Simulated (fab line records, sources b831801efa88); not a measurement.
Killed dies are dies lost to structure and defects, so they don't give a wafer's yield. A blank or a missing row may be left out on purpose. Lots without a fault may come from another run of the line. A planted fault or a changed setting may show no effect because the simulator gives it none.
Which tool did it? | flow sky130 | 13 lots, 39 wafers sampled, at 2 steps of a route of 708

WHAT THE GAUGES READ, wafer by wafer
SKY_LI_CONTACT_BOW_MEAS_03.
lot  | measured     | on            | LI_CONTACT_BOW (um)
L738 | day 27 19:56 | film_metro-04 | 47 43 45
L739 | day 28 12:20 | film_metro-04 | 50 57 61
L740 | day 28 21:28 | film_metro-03 | 55 62 46
L741 | day 29 07:32 | film_metro-04 | 54 48 49
L742 | day 29 22:15 | film_metro-01 | 56 60 55
L743 | day 30 06:42 | film_metro-03 | 55 66 59
L744 | day 30 15:31 | film_metro-04 | 54 46 73
L753 | day 33 05:29 | film_metro-04 | 49 50 38
L756 | day 34 04:32 | film_metro-01 | 54 54 57
L758 | day 34 16:41 | film_metro-01 | 54 39 44
L759 | day 35 01:43 | film_metro-03 | 56 55 64
L760 | day 35 05:47 | film_metro-04 | 46 49 61
L761 | day 35 11:46 | film_metro-04 | 50 55 42

SKY_LOCAL_INTERCONNECT_RS_MEAS_01: measures by four-point-probe.
lot  | measured     | on            | LOCAL_INTERCONNECT_TIN_RS (ohm/sq)
L738 | day 29 02:17 | film_metro-03 | 14.11 14.05 14.10
L739 | day 29 18:40 | film_metro-04 | 13.83 13.90 14.13
L740 | day 30 02:46 | film_metro-02 | 14.45 14.40 14.25
L741 | day 30 12:32 | film_metro-02 | 14.15 14.35 14.17
L742 | day 31 03:37 | film_metro-04 | 13.85 13.86 13.84
L743 | day 31 12:27 | film_metro-03 | 14.25 14.09 14.31
L744 | day 31 20:49 | film_metro-03 | 14.20 14.35 14.37
L753 | day 34 08:40 | film_metro-02 | 14.16 14.13 14.24
L756 | day 35 08:23 | film_metro-02 | 14.19 13.89 14.00
L758 | day 35 20:52 | film_metro-03 | 14.07 14.26 14.50
L759 | day 36 05:54 | film_metro-02 | 14.11 14.12 14.03
L760 | day 36 09:14 | film_metro-03 | 13.80 14.03 13.82
L761 | day 36 15:14 | film_metro-04 | 14.01 14.31 14.19

WHICH TOOL RAN EACH LOT (tool, then ch and the chambers of the sampled wafers, then the start)
The record holds no process step before these readings.

WHAT THE TOOLS THEMSELVES READ (means of the sampled wafers that have a number; where no wafer has one, the mark that the record gives instead)
The record holds no such reading with a usual standard deviation.

THE ANSWER, worked out from the rows above alone
Rule: what is usual is taken from the lots themselves. Put in order of their means at a reading, lots are off if they are a third of the lots or fewer, leave a main group of 4 or more, and stand apart from it by a gap of 3 or more times the standard deviation of the main group's means; of several such gaps the widest counts. A main group whose means are all the same, to the digits that the tables above print for the reading, isn't used. A lot without any number at a reading at which 4 lots or more have one is off too. The other lots that the step has rows for count as sound. The gauges are gone through in route order, then the tools' own readings, and for those a lot's mean is taken as printed above. The first step at which some lot is off is used, and at that step the reading that is off furthest; a lot without a number counts as furthest.
No lot is off at any reading shown: from this, nothing can be told.

WHAT THE SIMULATOR HAD PUT IN
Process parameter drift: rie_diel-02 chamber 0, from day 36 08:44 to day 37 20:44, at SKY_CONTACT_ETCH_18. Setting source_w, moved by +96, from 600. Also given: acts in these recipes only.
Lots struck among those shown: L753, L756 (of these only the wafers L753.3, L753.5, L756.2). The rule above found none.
